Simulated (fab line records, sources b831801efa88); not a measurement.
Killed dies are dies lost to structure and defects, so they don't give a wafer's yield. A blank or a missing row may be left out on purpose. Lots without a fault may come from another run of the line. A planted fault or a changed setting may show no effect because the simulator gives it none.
fab line records | flow sfq_line
record lots=6 wafers=18 last_day=92
route steps=325 shown M4@152 I4@163 JJ@178 M5@206
lots that met no fault: from a run of the same line without faults
start_h: hours from the record's first day to the start of the lot's first wafer shown | wait_h: hours since the lot's step before | " the same as in the row above | L1.1+2: a row that stands for several wafers | - no value, or no start given | * or withheld: withheld | < > ~ a bound
route shown NAME@n: a module of which the file shows steps, and the number in the route of the first | usual: mean/standard deviation of fault-free wafers | same: alike in all rows | chamber/n: place in a boat | sites: the reading at each site | _std_site: their standard deviation | _edge_site: outer sites' mean less inner sites' | radius_mm: how far each site lies from the wafer's centre | mask NAME#n: copy n | behind: the tool/chamber that last shaped the wafer | hold: why the lot was held/for how many hours/how that ended | device: the transistor (n, p or np) that didn't switch | end of line: the same wafers' tests at the end of the route | a step without rows: its recipe alone | killed: dies lost to structure and defects at the first sort, not the wafer's yield | map: a wafer's dies, x killed, . not, _ none there
set.NAME: the setting as run; set.NAME@STEP: as run at that earlier step | model.NAME: the simulator's own value behind a step, which no gauge read
lots at some steps of the route; a table a step, a row a wafer
services: from which hour (start_h, from the record's first day; less than 0 if before it) a tool's chamber was out of use, for how many hours, and why
## steps
# step SFQ_TRILAYER_M4_LITHO_COAT_098
# recipe resist=BARC spin_rpm=3000 resist_thk_nm=62
# step SFQ_TRILAYER_M4_LITHO_COAT_093
# recipe resist=KrF spin_rpm=3000 resist_thk_nm=600
# step SFQ_TRILAYER_M4_LITHO_SOFTBAKE_097
# recipe temp_c=withheld time_s=withheld resist=KrF
# step SFQ_TRILAYER_M4_LITHO_EXPOSE_094
# recipe mask_id=M4 na=0.6 source_shape=conventional sigma_outer=0.65 target_cd_nm=500 dose_mj=14.4
# step SFQ_TRILAYER_M4_LITHO_PEB_096
# recipe peb_temp_c=115 peb_time_s=60 resist=KrF
# step SFQ_TRILAYER_M4_LITHO_DEVELOP_095
# recipe time_s=60 resist=KrF
# step SFQ_M4_OVL_MEAS_926
# usual M4_OVL=-2/5.6
# columns lot.wafer tool chamber start_h wait_h M4_OVL[nm]
L434.1 overlay-01 - 1176.27 0.1 0
L434.5 " - " " 3
L434.6 " - " " -1
L435.1 overlay-01 - 1177.59 0.1 4
L435.4 " - " " -3
L435.6 " - " " 1
L442.1 overlay-02 - 1460.55 0.1 -1
L442.2 " - " " -2
L442.6 " - " " -4
L444.1 overlay-01 - 1466.55 0.1 0
L444.4 " - " " -1
L444.5 " - " " -1
L450.2 overlay-02 - 1479.76 0.1 3
L450.4 " - " " -1
L450.5 " - " " 8
L453.2 overlay-01 - 1486.96 0.1 1
L453.4 " - " " 0
L453.5 " - " " -3
# step SFQ_TRILAYER_M4_BARC_OPEN_METAL_ETCH_123
# recipe mask_material=PR chemistry=O2 target_depth_nm=125 target=BARC icp_w=600 bias_w=80 pressure_mtorr=10 time_s=41.7
# step SFQ_TRILAYER_M4_ETCH_METAL_ETCH_096
# recipe target=Nb stop_on=SiO2 mask_material=PR chemistry=Cl2/Ar target_depth_nm=240 icp_w=600 bias_w=80 pressure_mtorr=10 time_s=120
# usual drypump_motor_current_A=6.07/0.27 oes_product_au=0.892/0.0066
# columns lot.wafer tool chamber start_h wait_h drypump_motor_current_A oes_product_au rf_hours_counter_h
L434.1 rie_metal-01 1 1176.36 0.0 6.09 0.890 77
L434.5 " 0 " " 5.96 0.894 -
L434.6 " 1 " " 6.09 0.882 -
L435.1 rie_metal-02 0 1177.69 0.0 6.26 0.895 44
L435.4 " 0 " " 6.27 0.886 -
L435.6 " 1 " " 5.90 0.892 -
L442.1 rie_metal-02 1 1460.65 0.0 5.87 0.894 36
L442.2 " 0 " " 6.28 0.884 87
L442.6 " 0 " " 6.25 0.902 -
L444.1 rie_metal-02 1 1466.65 0.0 5.86 0.900 37
L444.4 " 0 " " 6.21 0.886 -
L444.5 " 1 " " 5.86 0.889 -
L450.2 rie_metal-03 1 1479.85 0.0 5.70 0.897 62
L450.4 " 1 " " 5.73 0.891 -
L450.5 " 1 " " 5.71 0.890 -
L453.2 rie_metal-03 0 1487.05 0.0 6.62 0.887 68
L453.4 " 1 " " 5.74 0.886 -
L453.5 " 1 " " 5.74 0.898 -
# step SFQ_TRILAYER_M4_STRIP_STRIP_097
# recipe gas=O2 power_w=200 platen_temp_c=40 overash_fraction=0.65 chemistry=O2 pressure_mtorr=50
# step SFQ_TRILAYER_M4_STRIP_SOLV_CLEAN_098
# recipe chemistry=NMP temp_c=70 time_s=600
# step SFQ_TRILAYER_I4_DEP_PECVD_099
# recipe material=SiO2 temp_c=150 time_s=111.11 pressure_torr=2.4 rf_w=183.3 precursor=SiH4/N2O target_thk_nm=500
# step SFQ_TRILAYER_I4_CMP_CMP_100
# recipe material=SiO2 down_force_psi=3 platen_rpm=60 pad_velocity_m_s=0.94248
# usual edge_zone_pressure_frac=1.000/0.0047 head_pressure_psi=3.001/0.007 motor_current_A=10.4/1.4 time_to_endpoint_s=213/7.6
# columns lot.wafer tool chamber start_h wait_h edge_zone_pressure_frac head_pressure_psi motor_current_A time_to_endpoint_s model.SiO2_of_TRILAYER_I4_DEP_PECVD_099.thk_nm
L434.1 cmp-01 2 1189.30 12.0 1.004 3.003 9.8 211 201.2
L434.5 " 3 " " 1.005 2.986 9.8 213 198.5
L434.6 " 0 " " 0.996 2.997 10.0 207 200.1
L435.1 cmp-02 1 1189.99 11.4 0.991 3.002 13.3 222 199.9
L435.4 " 2 " " 1.000 3.001 10.3 220 198.8
L435.6 " 1 1191.99 13.3 0.996 2.995 14.6 224 199.6
L442.1 cmp-02 2 1462.12 0.5 1.004 3.001 9.8 249 150.4
L442.2 " 0 1463.12 1.5 1.001 3.000 8.5 210 199.5
L442.6 " 1 " " 0.995 2.999 13.0 215 200.7
L444.4 cmp-02 2 1467.62 0.0 1.000 3.001 9.9 251 149.2
L444.1 " 0 1468.62 1.0 1.003 2.999 9.1 217 198.8
L444.5 " 3 1470.12 2.5 0.999 3.010 10.6 209 198.4
L450.2 cmp-01 3 1481.46 0.7 1.003 2.999 9.9 197 197.3
L450.4 " 1 1482.46 1.6 1.001 3.008 10.7 212 200.3
L450.5 " 3 1483.46 2.6 1.011 3.008 10.1 197 196.5
L453.4 cmp-01 3 1488.02 0.0 1.004 2.994 9.7 212 197.8
L453.2 " 1 1489.02 1.0 1.005 2.994 10.6 219 199.6
L453.5 " 0 1490.52 2.5 0.999 3.009 10.2 213 198
# step SFQ_I4_BOW_MEAS_927
# recipe mode=bow
# usual I4_BOW=5/9.7
# columns lot.wafer tool chamber start_h wait_h I4_BOW[um]
L434.1 film_metro-02 - 1190.80 1.0 -2
L434.5 " - " " -1
L434.6 " - " " 0
L435.1 film_metro-04 - 1192.49 2.0 3
L435.4 " - " " 8
L435.6 " - " " 15
L442.1 film_metro-02 - 1464.62 2.0 -14
L442.2 " - " " -1
L442.6 " - " " -2
L442.1 film_metro-02 - 1465.94 1.3 -
L442.2 " - " " -
L442.6 " - " " -
L444.1 film_metro-04 - 1470.62 1.5 7
L444.4 " - " " -2
L444.5 " - " " 0
L444.1 film_metro-04 - 1471.94 1.3 -
L444.4 " - " " -
L444.5 " - " " -
L450.2 film_metro-03 - 1484.48 2.5 6
L450.4 " - " " 16
L450.5 " - " " 8
L453.2 film_metro-04 - 1491.04 1.5 13
L453.4 " - " " 28
L453.5 " - " " 7
# step SFQ_TRILAYER_I4_METRO_MEASURE_101
# usual thk_nm=199.4/1.1
# columns lot.wafer tool chamber start_h wait_h thk_nm
L434.1 film_metro-02 - 1190.92 0.1 201.3
L434.5 " - " " 198.4
L434.6 " - " " 200.1
L435.1 film_metro-04 - 1192.61 0.1 199.8
L435.4 " - " " 198.9
L435.6 " - " " 199.8
L442.1 film_metro-02 - 1468.03 2.1 150.3
L442.2 " - " " 199.6
L442.6 " - " " 200.6
L442.1 film_metro-02 - 1469.40 1.2 150.5
L442.2 " - " " 199.5
L442.6 " - " " 200.6
L444.1 film_metro-04 - 1474.36 2.4 198.6
L444.4 " - " " 149.1
L444.5 " - " " 198.3
L444.1 film_metro-04 - 1475.73 1.2 198.7
L444.4 " - " " 149.4
L444.5 " - " " 198.5
L450.2 film_metro-03 - 1484.78 0.3 197.4
L450.4 " - " " 200.3
L450.5 " - " " 196.6
L453.2 film_metro-04 - 1491.34 0.3 199.5
L453.4 " - " " 197.9
L453.5 " - " " 198.0
# step SFQ_TRILAYER_I4_VIA_LITHO_COAT_108
# recipe resist=BARC spin_rpm=3000 resist_thk_nm=62
# step SFQ_TRILAYER_I4_VIA_LITHO_COAT_103
# recipe resist=KrF spin_rpm=3000 resist_thk_nm=650
# step SFQ_TRILAYER_I4_VIA_LITHO_SOFTBAKE_107
# recipe temp_c=withheld time_s=withheld resist=KrF
# step SFQ_TRILAYER_I4_VIA_LITHO_EXPOSE_104
# recipe mask_id=I4 na=0.6 source_shape=conventional sigma_outer=0.65 target_cd_nm=700 dose_mj=21.3
# step SFQ_TRILAYER_I4_VIA_LITHO_PEB_106
# recipe peb_temp_c=115 peb_time_s=60 resist=KrF
# step SFQ_TRILAYER_I4_VIA_LITHO_DEVELOP_105
# recipe time_s=60 resist=KrF
# step SFQ_I4_OVL_MEAS_928
# usual I4_OVL=-3/5.5
# columns lot.wafer tool chamber start_h wait_h I4_OVL[nm]
L434.1 overlay-02 - 1195.59 0.1 8
L434.5 " - " " 9
L434.6 " - " " 6
L435.1 overlay-02 - 1305.53 0.1 -3
L435.4 " - " " 4
L435.6 " - " " -2
L442.1 overlay-02 - 1479.88 0.1 -8
L442.2 " - " " -1
L442.6 " - " " 0
L444.1 overlay-02 - 1483.39 0.1 3
L444.4 " - " " -3
L444.5 " - " " 1
L450.2 overlay-02 - 1494.70 0.1 -13
L450.4 " - " " -8
L450.5 " - " " -9
L453.2 overlay-02 - 1505.50 0.1 -1
L453.4 " - " " -5
L453.5 " - " " 3
# step SFQ_TRILAYER_I4_VIA_BARC_OPEN_VIA_ETCH_146
# recipe mask_material=PR chemistry=O2 target_depth_nm=125 target=BARC source_w=500 bias_w=80 pressure_mtorr=30 time_s=41.7
# step SFQ_TRILAYER_I4_VIA_ETCH_VIA_ETCH_106
# recipe target=SiO2 stop_on=Nb mask_material=PR taper_deg=20 chemistry=CHF3 target_depth_nm=260 source_w=500 bias_w=80 pressure_mtorr=30 time_s=withheld
# usual drypump_motor_current_A=5.6/0.46 oes_product_au=0.853/0.0054
# columns lot.wafer tool chamber start_h wait_h drypump_motor_current_A oes_product_au model.etch.depth_nm model.I4.feature_depth_nm
L434.1 rie_diel-02 2 1195.67 0.0 5.0 0.858 201.2 201.2
L434.5 " 0 " " 5.5 0.845 198.5 198.5
L434.6 " 3 " " 5.8 0.852 200.1 200.1
L435.1 rie_diel-02 2 1305.61 0.0 5.0 0.860 199.9 199.9
L435.4 " 1 " " 5.0 0.861 198.8 198.8
L435.6 " 0 " " 5.5 0.855 199.6 199.6
L442.1 rie_diel-04 0 1479.96 0.0 5.7 0.742 150.4 150.4
L442.2 " 1 " " 5.4 0.851 199.5 199.5
L442.6 " 3 " " 6.1 0.855 200.7 200.7
L444.1 rie_diel-04 3 1483.47 0.0 6.0 0.853 198.8 198.8
L444.4 " 0 " " 5.7 0.729 149.2 149.2
L444.5 " 1 " " 5.3 0.857 198.4 198.4
L450.2 rie_diel-02 2 1494.77 0.0 5.0 0.850 197.3 197.3
L450.4 " 3 " " 5.8 0.864 200.3 200.3
L450.5 " 2 " " 5.0 0.840 196.5 196.5
L453.2 rie_diel-04 0 1505.57 0.0 5.7 0.851 199.6 199.6
L453.4 " 3 " " 6.1 0.845 197.8 197.8
L453.5 " 2 " " 5.3 0.845 198 198
# step SFQ_TRILAYER_I4_VIA_STRIP_STRIP_107
# recipe gas=O2 power_w=200 platen_temp_c=40 overash_fraction=0.65 chemistry=O2 pressure_mtorr=50
# step SFQ_TRILAYER_I4_VIA_STRIP_SOLV_CLEAN_108
# recipe chemistry=NMP temp_c=70 time_s=600
# step SFQ_TRILAYER_JJ_TRILAYER_DEP_PRE_CLEAN_113
# recipe gas=Ar time_s=22.5 bias_v=250
# step SFQ_TRILAYER_JJ_TRILAYER_DEP_SPUTTER_109
# recipe material=Nb base_pressure_pa=1.33e-06 chamber_pressure_pa=0.1333 substrate_temp_c=20 target_thk_nm=150 power_w=2000 time_s=100
# usual throttle_valve_pct=29.8/0.73
# columns lot.wafer tool chamber start_h wait_h throttle_valve_pct
L434.1 pvd_sputter-05 - 1196.59 0.0 28.5
L434.5 " - " " 28.4
L434.6 " - " " 30.0
L435.1 pvd_sputter-05 - 1306.52 0.0 28.8
L435.4 " - " " 30.2
L435.6 " - " " 28.8
L442.1 pvd_sputter-05 - 1480.96 0.0 29.3
L442.2 " - " " 28.6
L442.6 " - " " 28.5
L444.1 pvd_sputter-05 - 1485.75 0.0 29.6
L444.4 " - " " 30.2
L444.5 " - " " 29.8
L450.2 pvd_sputter-03 - 1495.71 0.0 30.0
L450.4 " - " " 29.4
L450.5 " - " " 29.7
L453.2 pvd_sputter-05 - 1506.49 0.0 29.5
L453.4 " - " " 29.3
L453.5 " - " " 29.7
# step SFQ_TRILAYER_JJ_TRILAYER_DEP_SPUTTER_110
# recipe material=Al base_pressure_pa=1.33e-06 target_thk_nm=8 power_w=500 time_s=10 chamber_pressure_pa=0.4
# usual throttle_valve_pct=29.8/0.71
# columns lot.wafer tool chamber start_h wait_h throttle_valve_pct
L434.1 pvd_sputter-05 - 1196.66 0.0 28.8
L434.5 " - " " 28.6
L434.6 " - " " 29.7
L435.1 pvd_sputter-05 - 1306.60 0.0 28.8
L435.4 " - " " 30.2
L435.6 " - " " 28.8
L442.1 pvd_sputter-05 - 1481.03 0.0 29.1
L442.2 " - " " 28.7
L442.6 " - " " 28.7
L444.1 pvd_sputter-05 - 1485.82 0.0 29.6
L444.4 " - " " 30.1
L444.5 " - " " 29.7
L450.2 pvd_sputter-03 - 1495.78 0.0 29.8
L450.4 " - " " 29.1
L450.5 " - " " 29.9
L453.2 pvd_sputter-05 - 1506.56 0.0 29.6
L453.4 " - " " 29.4
L453.5 " - " " 30.0
# step SFQ_TRILAYER_JJ_TRILAYER_DEP_AL_OXIDATION_111
# recipe pressure_mbar=0.014667 oxidation_time_s=600 temperature_k=293
# step SFQ_TRILAYER_JJ_TRILAYER_DEP_SPUTTER_112
# recipe material=Nb base_pressure_pa=1.33e-06 chamber_pressure_pa=0.1333 substrate_temp_c=20 target_thk_nm=170 power_w=2000 time_s=113.3
# step SFQ_JJ_RS_MEAS_929
# recipe thk_meas_gauge=four-point-probe reads=Nb_of_TRILAYER_JJ_TRILAYER_DEP_SPUTTER_112
# usual JJ_NB_RS=1.052/0.011
# columns lot.wafer tool chamber start_h wait_h JJ_NB_RS[ohm/sq]
L434.1 film_metro-03 - 1197.76 0.0 1.060
L434.5 " - " " 1.066
L434.6 " - " " 1.062
L435.1 film_metro-01 - 1307.70 0.0 1.072
L435.4 " - " " 1.065
L435.6 " - " " 1.067
L442.1 film_metro-03 - 1482.37 0.3 1.045
L442.2 " - " " 1.054
L442.6 " - " " 1.058
L444.1 film_metro-01 - 1486.92 0.0 1.035
L444.4 " - " " 1.062
L444.5 " - " " 1.051
L450.2 film_metro-01 - 1496.90 0.1 1.040
L450.4 " - " " 1.038
L450.5 " - " " 1.042
L453.2 film_metro-03 - 1507.68 0.1 1.030
L453.4 " - " " 1.039
L453.5 " - " " 1.030
# step SFQ_TRILAYER_JJ_CE_LITHO_COAT_119
# recipe resist=BARC spin_rpm=3000 resist_thk_nm=62
# step SFQ_TRILAYER_JJ_CE_LITHO_COAT_114
# recipe resist=KrF spin_rpm=3000 resist_thk_nm=600
# step SFQ_TRILAYER_JJ_CE_LITHO_SOFTBAKE_118
# recipe temp_c=withheld time_s=withheld resist=KrF
# step SFQ_TRILAYER_JJ_CE_LITHO_EXPOSE_115
# recipe mask_id=J5 na=0.6 source_shape=conventional sigma_outer=0.65 target_cd_nm=700 dose_mj=14.4
# step SFQ_TRILAYER_JJ_CE_LITHO_PEB_117
# recipe peb_temp_c=115 peb_time_s=60 resist=KrF
# step SFQ_TRILAYER_JJ_CE_LITHO_DEVELOP_116
# recipe time_s=60 resist=KrF
# step SFQ_JJ_OVL_MEAS_931
# usual J5_OVL=0/5.2
# columns lot.wafer tool chamber start_h wait_h J5_OVL[nm]
L434.1 overlay-02 - 1200.19 0.1 3
L434.5 " - " " 3
L434.6 " - " " 5
L435.1 overlay-01 - 1432.70 0.1 6
L435.4 " - " " 7
L435.6 " - " " 14
L442.1 overlay-02 - 1485.51 0.1 -1
L442.2 " - " " -5
L442.6 " - " " -4
L444.1 overlay-02 - 1489.90 0.1 -1
L444.4 " - " " 1
L444.5 " - " " 1
L450.2 overlay-02 - 1507.90 0.1 3
L450.4 " - " " 4
L450.5 " - " " 6
L453.2 overlay-02 - 1612.73 0.1 -7
L453.4 " - " " 5
L453.5 " - " " 2
# step SFQ_TRILAYER_JJ_CE_METRO_MEASURE_117
# usual cd_nm=700.2/1.1
# columns lot.wafer tool chamber start_h wait_h cd_nm
L434.1 cd_sem-02 - 1200.23 0.0 701.6
L434.5 " - " " 701.1
L434.6 " - " " 701.1
L435.1 cd_sem-01 - 1432.74 0.0 701.6
L435.4 " - " " 701.0
L435.6 " - " " 700.5
L442.1 cd_sem-02 - 1485.55 0.0 699.7
L442.2 " - " " 701.0
L442.6 " - " " 699.1
L444.1 cd_sem-02 - 1489.93 0.0 700.0
L444.4 " - " " 701.0
L444.5 " - " " 700.6
L450.2 cd_sem-02 - 1508.13 0.2 700.4
L450.4 " - " " 699.3
L450.5 " - " " 701.1
L453.2 cd_sem-01 - 1612.96 0.2 701.9
L453.4 " - " " 701.2
L453.5 " - " " 701.4
# step SFQ_TRILAYER_JJ_CE_BARC_OPEN_RIE_150
# recipe mask_material=PR chemistry=O2 target_depth_nm=240 target=BARC icp_w=600 bias_w=80 pressure_mtorr=10 time_s=80
# usual drypump_motor_current_A=6.0/0.44 oes_product_au=0.538/0.0046
# columns lot.wafer tool chamber start_h wait_h drypump_motor_current_A oes_product_au rf_hours_counter_h
L434.1 rie_metal-02 1 1201.43 1.0 5.9 0.551 9
L434.5 " 0 " " 6.3 0.542 -
L434.6 " 1 " " 5.9 0.537 -
L435.1 rie_metal-03 1 1433.94 1.0 5.7 0.537 54
L435.4 " 0 " " 6.6 0.534 -
L435.6 " 1 " " 5.7 0.533 -
L442.1 rie_metal-04 0 1487.09 1.3 6.4 0.535 69
L442.2 " 1 " " 5.1 0.543 63
L442.6 " 1 " " 5.2 0.537 -
L444.1 rie_metal-02 1 1491.13 1.0 5.9 0.535 41
L444.4 " 1 " " 5.9 0.545 -
L444.5 " 1 " " 5.9 0.544 -
L450.2 rie_metal-02 0 1509.13 0.8 6.3 0.536 97
L450.4 " 1 " " 5.9 0.536 -
L450.5 " 0 " " 6.3 0.537 -
L453.2 rie_metal-02 1 1613.96 0.8 5.9 0.541 61
L453.4 " 1 " " 5.9 0.531 -
L453.5 " 0 " " 6.3 0.537 -
# step SFQ_TRILAYER_M5_ETCH_METAL_ETCH_126
# recipe target=Nb stop_on=SiO2 mask_material=PR over_etch_frac=0.15 time_s=203.2 chemistry=Cl2/BCl3 target_depth_nm=265 icp_w=600 bias_w=80 pressure_mtorr=10
# usual drypump_motor_current_A=6.0/0.49 oes_product_au=0.729/0.0058
# columns lot.wafer tool chamber start_h wait_h drypump_motor_current_A oes_product_au rf_hours_counter_h model.SiO2_of_TRILAYER_I4_DEP_PECVD_099.thk_nm
L434.1 rie_metal-03 0 1208.81 0.0 6.6 0.726 32 181.5
L434.5 " 1 " " 5.7 0.718 - 178.6
L434.6 " 0 " " 6.5 0.728 - 180.5
L435.1 rie_metal-04 1 1545.40 0.0 5.2 0.731 75 180.1
L435.4 " 1 " " 5.1 0.732 - 179.1
L435.6 " 0 " " 6.4 0.727 - 180.1
L442.1 rie_metal-04 0 1591.09 0.0 6.4 0.739 88 130.6
L442.2 " 1 " " 5.2 0.722 82 179.7
L442.6 " 0 " " 6.4 0.721 - 180.9
L444.1 rie_metal-04 1 1595.89 0.0 5.2 0.730 83 178.9
L444.4 " 0 " " 6.4 0.729 - 129.4
L444.5 " 1 " " 5.2 0.739 - 178.5
L450.2 rie_metal-01 0 1618.82 0.0 5.9 0.730 56 177.3
L450.4 " 0 " " 5.9 0.730 - 180.3
L450.5 " 0 " " 5.9 0.741 - 176.4
L453.2 rie_metal-01 1 1722.25 0.0 6.1 0.725 30 179.9
L453.4 " 0 " " 6.0 0.733 - 178
L453.5 " 1 " " 6.1 0.725 - 178.3
## services
# columns tool chamber start_h hours kind
film_metro-04 - 1179.14 1.1 pm
cd_sem-02 - 1212.73 0.8 pm
rie_metal-04 - 1222.35 2.8 pm
film_metro-04 - 1231.54 1.3 pm
film_metro-04 - 1234.06 0.9 pm
cd_sem-02 - 1234.15 0.1 pm
rie_metal-04 1 1236.04 1.1 repair
rie_metal-02 0 1260.25 4.1 repair
rie_metal-02 1 1262.65 1.3 repair
cd_sem-02 - 1286.17 0.4 pm
cd_sem-02 - 1331.00 1.3 pm
rie_metal-03 - 1336.54 19.0 repair
pvd_sputter-05 - 1361.73 1.2 repair
rie_metal-03 0 1364.10 6.9 repair
pvd_sputter-05 - 1366.05 3.1 repair
film_metro-04 - 1379.45 0.7 pm
rie_metal-02 1 1395.96 56.0 repair
cd_sem-02 - 1396.73 0.4 pm
rie_metal-04 - 1414.73 2.6 repair
cd_sem-02 - 1418.15 0.1 pm
rie_metal-02 0 1534.17 10.0 repair
rie_metal-02 1 1559.61 5.3 repair
rie_metal-02 - 1561.31 1.4 pm
rie_metal-02 - 1678.56 2.8 pm
## key
first_sign step=SFQ_TRILAYER_I4_CMP_CMP_100 reading=time_to_endpoint_s direction=up sigmas=4.9 usual=* struck=*
effect step=SFQ_I4_BOW_MEAS_927 reading=visit direction=added
effect step=SFQ_TRILAYER_I4_METRO_MEASURE_101 reading=visit direction=added
effect step=SFQ_TRILAYER_I4_METRO_MEASURE_101 reading=thk_nm direction=down sigmas=45 usual=199.4 struck=149.7
effect step=SFQ_TRILAYER_I4_VIA_ETCH_VIA_ETCH_106 reading=oes_product_au direction=down sigmas=22 usual=0.853 struck=0.736
model_effect step=SFQ_TRILAYER_I4_CMP_CMP_100 value=SiO2_of_TRILAYER_I4_DEP_PECVD_099.thk_nm without=199.8 struck=149.8
model_effect step=SFQ_TRILAYER_I4_VIA_ETCH_VIA_ETCH_106 value=etch.depth_nm without=199.8 struck=149.8
model_effect step=SFQ_TRILAYER_M5_ETCH_METAL_ETCH_126 value=SiO2_of_TRILAYER_I4_DEP_PECVD_099.thk_nm without=180 struck=130
met_at SFQ_TRILAYER_I4_CMP_CMP_100
struck_wafers L442.1,L444.4
onset_between 1189.99 1462.12
fault kind=process_parameter_drift tool=cmp-02 chamber=2 onset_h=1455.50 steps=SFQ_TRILAYER_I4_CMP_CMP_100 channel=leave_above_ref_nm offset=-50 shape=step end_h=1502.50 acts_in=these_recipes_only stated=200
